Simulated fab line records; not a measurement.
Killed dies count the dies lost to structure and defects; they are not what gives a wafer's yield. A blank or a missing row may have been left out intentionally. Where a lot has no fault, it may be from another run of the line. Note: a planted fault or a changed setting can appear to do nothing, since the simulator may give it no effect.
Which tool was responsible? + flow sky130 + 6 lots with 17 wafers sampled at 3 steps, on a route of 708 steps

== WHAT THE GAUGES READ, wafer by wafer ==
SKY_SONOS_TUNNEL_TW_MEAS_12.
| lot  | measured     | on            | SONOS_TUNNEL_TW   |
|------|--------------|---------------|-------------------|
| L198 | day 12 07:23 | film_metro-01 | 196.6 196.6 196.3 |
| L200 | day 12 19:33 | film_metro-04 | 198.5 198.3 197.5 |
| L205 | day 14 09:06 | film_metro-04 | 197.3 197.4 197.1 |
| L207 | day 15 00:16 | film_metro-01 | 196.4 196.6 197.4 |
| L209 | day 15 13:57 | film_metro-04 | 198.5 198.9 196.5 |
| L216 | day 17 22:47 | film_metro-04 | 198.8 185.6       |

== TOOL THAT RAN EACH LOT (tool first, then ch and the chambers of the sampled wafers, then the start) ==
| lot  | SKY_VT_ADJUST_NCORE_STRIP_10         | SKY_SONOS_TUNNEL_IMPLANT_09     |
|------|--------------------------------------|---------------------------------|
| L198 | plasma_asher-04 ch 0,1, day 9 07:20  | implanter-02 ch 0, day 12 06:58 |
| L200 | plasma_asher-04 ch 0,1, day 9 18:56  | implanter-04 ch 0, day 12 19:07 |
| L205 | plasma_asher-02 ch 0,1, day 11 05:28 | implanter-02 ch 0, day 14 08:40 |
| L207 | plasma_asher-04 ch 0,1, day 11 18:58 | implanter-03 ch 0, day 14 23:50 |
| L209 | plasma_asher-03 ch 0,1, day 12 07:52 | implanter-03 ch 0, day 15 13:31 |
| L216 | plasma_asher-02 ch 0,1, day 14 10:25 | implanter-03 ch 0, day 17 22:22 |
- SKY_VT_ADJUST_NCORE_STRIP_10: strips in O2/N2.
- SKY_SONOS_TUNNEL_IMPLANT_09

== THE ANSWER, worked out from the rows above alone ==
Rule: the lots themselves supply what counts as usual. Put in order of their means at a reading, lots are off if they are a third of the lots or fewer, leave a main group of 4 or more, and stand apart from it by a gap of 3 or more times the standard deviation of the main group's means; of several such gaps the widest counts. If all means in a main group match to the digits the tables above print for the reading, that group is not used. Also off: a lot with no number at a reading for which 4 or more lots have one. The other lots that the step has rows for count as sound.
Off: at SKY_SONOS_TUNNEL_TW_MEAS_12 (SONOS_TUNNEL_TW), L216. The main group has a mean of 197.3 with a standard deviation of 0.63.
If a tool, at a process step before that reading, ran all the lots that are off and no sound lot after the first of them, it fits. Those tools and the gauges at SKY_SONOS_TUNNEL_TW_MEAS_12 are tried in the same way. Can't be told from this: 3 tools fit, plasma_asher-02 at SKY_VT_ADJUST_NCORE_STRIP_10, implanter-03 at SKY_SONOS_TUNNEL_IMPLANT_09, film_metro-04 at SKY_SONOS_TUNNEL_TW_MEAS_12.

== WHAT HAD BEEN PUT IN BY THE SIMULATOR ==
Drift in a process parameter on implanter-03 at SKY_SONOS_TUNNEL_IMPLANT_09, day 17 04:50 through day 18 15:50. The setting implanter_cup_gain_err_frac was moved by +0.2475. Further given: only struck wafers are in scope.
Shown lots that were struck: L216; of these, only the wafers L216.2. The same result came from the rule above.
